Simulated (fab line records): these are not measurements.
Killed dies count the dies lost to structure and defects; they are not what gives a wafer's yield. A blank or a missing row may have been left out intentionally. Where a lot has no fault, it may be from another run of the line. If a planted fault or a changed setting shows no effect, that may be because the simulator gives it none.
Which tool did it? -- flow gf180mcu -- 39 wafers from 13 lots sampled at 5 of the route's 602 steps

## WHAT THE GAUGES SHOWED, per wafer
GF_HV_LDD_RS_MEAS_53: the measuring method here is four-point-probe.
lot,measured,on,HV_LDD_RS (ohm/sq)
L439,day 12 05:23,filmMetro-04,420.6 419.6 418.9
L440,day 12 17:55,filmMetro-03,419.1 419.7 420.0
L442,day 13 09:49,filmMetro-04,419.9 418.8 419.5
L443,day 13 16:13,filmMetro-03,419.1 417.5 417.8
L444,day 14 02:58,filmMetro-04,419.9 419.8 417.9
L450,day 16 02:12,filmMetro-04,420.8 421.2 422.1
L453,day 16 23:47,filmMetro-04,420.0 422.1 420.4
L455,day 17 15:17,filmMetro-03,418.7 418.4 417.6
L456,day 18 03:52,filmMetro-04,419.8 420.0 418.7
L459,day 19 05:19,filmMetro-04,419.6 420.1 420.7
L460,day 19 13:19,filmMetro-01,417.0 418.7 418.5
L461,day 19 18:32,filmMetro-03,419.2 417.7 418.5
L462,day 19 23:25,filmMetro-01,419.4 419.1 418.5

GF_V1_CD_MEAS_14: target cd 260 nm.
lot,measured,on,cdNm (nm)
L439,day 17 23:41,cdSem-01,260.3 259.6 257.5
L440,day 18 13:02,cdSem-02,261.8 262.8 261.9
L442,day 19 07:41,cdSem-02,261.5 261.4 260.8
L443,day 19 13:23,cdSem-02,259.6 260.7 260.0
L444,day 20 03:31,cdSem-02,260.3 260.7 260.5
L450,day 22 07:32,cdSem-01,260.9 260.3 261.6
L453,day 23 05:06,cdSem-01,257.8 256.4 257.8
L455,day 23 22:14,cdSem-01,256.2 258.2 257.7
L456,day 24 08:50,cdSem-02,258.7 257.4 258.7
L459,day 25 08:26,cdSem-01,259.7 260.8 260.3
L460,day 25 15:53,cdSem-01,262.0 261.2 260.0
L461,day 25 23:09,cdSem-02,257.3 258.7 258.7
L462,day 26 02:35,cdSem-02,260.4 259.8 260.5

## EACH LOT AND THE TOOL THAT RAN IT (in order: tool; ch and the chambers of the sampled wafers; start)
lot,GF_HV_LDD_IMPLANT_33,GF_CONTACT_SPUTTER_22,GF_M1_SPUTTER_00
L439,"implanter-03 ch 0, day 11 09:32","pvdSputter-03, day 15 23:28","pvdSputter-04, day 16 00:09"
L440,"implanter-02 ch 0, day 11 21:29","pvdSputter-02, day 16 12:52","pvdSputter-03, day 16 13:33"
L442,"implanter-04 ch 0, day 12 13:08","pvdSputter-03, day 17 05:44","pvdSputter-04, day 17 06:25"
L443,"implanter-03 ch 0, day 12 19:45","pvdSputter-03, day 17 11:39","pvdSputter-04, day 17 12:20"
L444,"implanter-04 ch 0, day 13 05:30","pvdSputter-01, day 18 01:13","pvdSputter-02, day 18 01:53"
L450,"implanter-03 ch 0, day 15 02:56","pvdSputter-03, day 20 06:25","pvdSputter-04, day 20 07:05"
L453,"implanter-03 ch 0, day 16 00:49","pvdSputter-01, day 21 04:22","pvdSputter-02, day 21 05:02"
L455,"implanter-04 ch 0, day 16 14:42","pvdSputter-01, day 21 22:10","pvdSputter-03, day 21 22:50"
L456,"implanter-04 ch 0, day 17 03:41","pvdSputter-01, day 22 09:31","pvdSputter-02, day 22 10:11"
L459,"implanter-04 ch 0, day 18 03:48","pvdSputter-01, day 23 10:37","pvdSputter-03, day 23 11:18"
L460,"implanter-04 ch 0, day 18 11:48","pvdSputter-03, day 23 18:19","pvdSputter-02, day 23 19:00"
L461,"implanter-03 ch 0, day 18 16:40","pvdSputter-02, day 24 00:19","pvdSputter-03, day 24 00:59"
L462,"implanter-04 ch 0, day 18 21:57","pvdSputter-02, day 24 05:00","pvdSputter-03, day 24 05:41"
- GF_HV_LDD_IMPLANT_33
- GF_CONTACT_SPUTTER_22: material Ti, target thk 15 nm, time 80.02 s.
- GF_M1_SPUTTER_00: material Ti, target thk 37.5 nm, time 150 s.

## WHAT THE TOOLS THEMSELVES READ (means of the sampled wafers that have a number; where no wafer has one, the mark that the record gives instead)
GF_HV_LDD_IMPLANT_33.
lot,tool,doseIonsCm2,faradayCurrentUA
L439,implanter-03,7.504e+12,42.3
L440,implanter-02,7.510e+12,42.8
L442,implanter-04,7.494e+12,42.6
L443,implanter-03,7.496e+12,42.4
L444,implanter-04,7.499e+12,41.7
L450,implanter-03,6.575e+12,37.4
L453,implanter-03,6.574e+12,36.7
L455,implanter-04,7.495e+12,41.4
L456,implanter-04,7.494e+12,42.7
L459,implanter-04,7.494e+12,43.1
L460,implanter-04,7.507e+12,42.7
L461,implanter-03,7.504e+12,41.3
L462,implanter-04,7.499e+12,41.9

GF_CONTACT_SPUTTER_22.
lot,tool,substrateTempC (C),throttleValvePct (%)
L439,pvdSputter-03,200.05,29.6
L440,pvdSputter-02,199.80,30.2
L442,pvdSputter-03,200.03,30.5
L443,pvdSputter-03,200.07,30.1
L444,pvdSputter-01,200.04,30.0
L450,pvdSputter-03,199.88,29.4
L453,pvdSputter-01,200.08,29.8
L455,pvdSputter-01,200.09,30.3
L456,pvdSputter-01,199.91,30.6
L459,pvdSputter-01,199.89,30.4
L460,pvdSputter-03,200.18,29.8
L461,pvdSputter-02,200.30,30.5
L462,pvdSputter-02,200.10,30.2

GF_M1_SPUTTER_00.
lot,tool,substrateTempC (C),throttleValvePct (%)
L439,pvdSputter-04,199.80,30.0
L440,pvdSputter-03,199.99,29.7
L442,pvdSputter-04,200.02,28.3
L443,pvdSputter-04,199.98,28.4
L444,pvdSputter-02,200.04,30.4
L450,pvdSputter-04,199.97,29.3
L453,pvdSputter-02,199.98,30.1
L455,pvdSputter-03,199.99,29.5
L456,pvdSputter-02,199.92,30.5
L459,pvdSputter-03,199.84,30.0
L460,pvdSputter-02,200.03,30.5
L461,pvdSputter-03,200.13,28.9
L462,pvdSputter-03,199.98,30.1

## THE ANSWER, worked out from the rows above alone
Rule: what is usual is taken from the lots themselves. The widest of any qualifying gaps counts: lots, ordered by their means at a reading, are off when they make up no more than a third of the lots, leave a main group of 4 or more, and stand apart from it by 3 or more times the standard deviation of that group's means. A main group is skipped when, at the precision printed for the reading in the tables above, its means are all equal. Also off: a lot with no number at a reading for which 4 or more lots have one. Where the step has rows for the other lots, those lots are counted as sound. After the gauges, taken in route order, come the tools' own readings; for these a lot's mean is taken, as printed above. At the first step where some lot is off, the reading lying furthest off is the one used; lots without a number count as furthest.
Off: L450, L453, at GF_HV_LDD_IMPLANT_33 (doseIonsCm2). For the main group the mean is 7.500e+12 and the standard deviation 5.5e+09.
A tool fits if, at that step or a process step before it, it ran every lot that is off, and no sound lot after the first of them. None of those tried fits.

## WHAT THE SIMULATOR HAD PUT IN
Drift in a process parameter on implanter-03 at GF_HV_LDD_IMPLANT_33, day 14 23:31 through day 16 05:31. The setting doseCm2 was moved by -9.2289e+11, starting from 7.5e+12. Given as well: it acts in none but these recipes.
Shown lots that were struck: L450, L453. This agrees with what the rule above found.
